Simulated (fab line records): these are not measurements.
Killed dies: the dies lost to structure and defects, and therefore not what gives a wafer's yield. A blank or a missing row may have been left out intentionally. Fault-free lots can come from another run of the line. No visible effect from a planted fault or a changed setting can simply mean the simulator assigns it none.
Comparing a struck lot with a sound one -- flow gf180mcu -- 15 out of 602 route steps
Sound: wafers L325.2, L325.4, L325.6. Wafers struck: L326.1, L326.3, L326.5. The cause is given at the end.
Each step with rows lists, per side, the tool, then ch with its chambers, then its first start. Under that, the readings that differ: sound wafers -- struck wafers -- difference of the means -- sigmas: that difference in standard deviations of wafers without a fault.
alike: readings with means less than 2 such deviations apart, plus words and numbers identical on both sides. not compared: withheld readings, readings lacking a value on some wafer, bounds such as >300 that could conceal the same value, and numbers that have no deviation in the record and whose values overlap.
The two part at a step that has a row with sigmas, a row that says differs or no value, or rows on one side only. Numbers that don't overlap but have no deviation are shown without sigmas and don't part them. Lack of a reading on every wafer of one side parts them only where that side has two or more wafers.

GF_M3_SPUTTER_04: material TiN, target thk 50 nm, time 41.7 s.
  sound on pvd-sputter-03, day 24 01:37; struck on pvd-sputter-01, day 24 07:19
  alike: throttle-valve-pct
GF_M3_RS_MEAS_05: a four-point-probe measurement.
  sound on film-metro-02, day 24 01:41; struck on film-metro-02, day 24 07:21
  alike: M3_ALCU_RS
GF_M3_THK_MEAS_06: measures by xrf.
  sound on film-metro-02, day 24 01:47; struck on film-metro-02, day 24 07:28
  alike: M3_ALCU_THK
then, 7 steps without rows for these wafers: GF_M3_DEHYDRATE_07 (time 60 s); GF_M3_HMDS_08 (prime time 60 s); GF_M3_COAT_09 (resist thk 1015 nm); GF_M3_SOFTBAKE_10 (time 60 s); GF_M3_EXPOSE_11 (exposes mask Metal3, target cd 280 nm); GF_M3_PEB_12 (peb time 90 s); GF_M3_DEVELOP_13 (develop time 60 s).
GF_M3_CD_MEAS_14 targets a cd of 280 nm.
  sound on cd-sem-01, day 24 23:01; struck on cd-sem-01, day 25 04:29
  alike: cd-nm
GF_M3_OVL_MEAS_15:
  sound on overlay-01, day 24 23:07; struck on overlay-01, day 25 04:36
  alike: M3_OVL
GF_M3_METAL_ETCH_16: etches the open film in Cl2/BCl3, stops on SiO2, target depth 627.5 nm, time 104.6 s.
  sound on rie-metal-03 ch 0,1, day 24 23:08; struck on rie-metal-03 ch 0, day 25 04:38
  no value came back on the struck wafers for any of 5 readings (bcl3-flow-sccm (sccm), bias-w (W) and others); on the sound wafers bcl3-flow-sccm (sccm) reads 39.87 39.90 39.99
reading,sound,struck,difference,sigmas
model.KrF_of_M3_COAT_09.thk-nm (nm),749.8 754.2 747.1,1003 1004 1002,+253,
  not compared: rf-hours-counter-h
GF_M3_STRIP_17: strips in O2/N2.
  sound on plasma-asher-03 ch 0, day 24 23:16; struck on plasma-asher-03 ch 0,1, day 25 04:45
reading,sound,struck,difference,sigmas
oes-product-au (a.u.),0.566 0.564 0.566,0.665 0.662 0.662,+0.098,+20
strip-time-to-endpoint-s (s),8.02 8.07 7.97,10.39 10.39 10.37,+2.36,+53
  alike: drypump-motor-current-A, heater-power-w
  not compared: rf-hours-counter-h
then, 1 step without rows for these wafers: GF_M3_STRIP_18 (strips in post etch residue remover, time 1200 s).

## WHERE THEY PART
Earliest at GF_M3_METAL_ETCH_16; latest, in this record, at GF_M3_STRIP_17.

WHY: what had been put in by the simulator
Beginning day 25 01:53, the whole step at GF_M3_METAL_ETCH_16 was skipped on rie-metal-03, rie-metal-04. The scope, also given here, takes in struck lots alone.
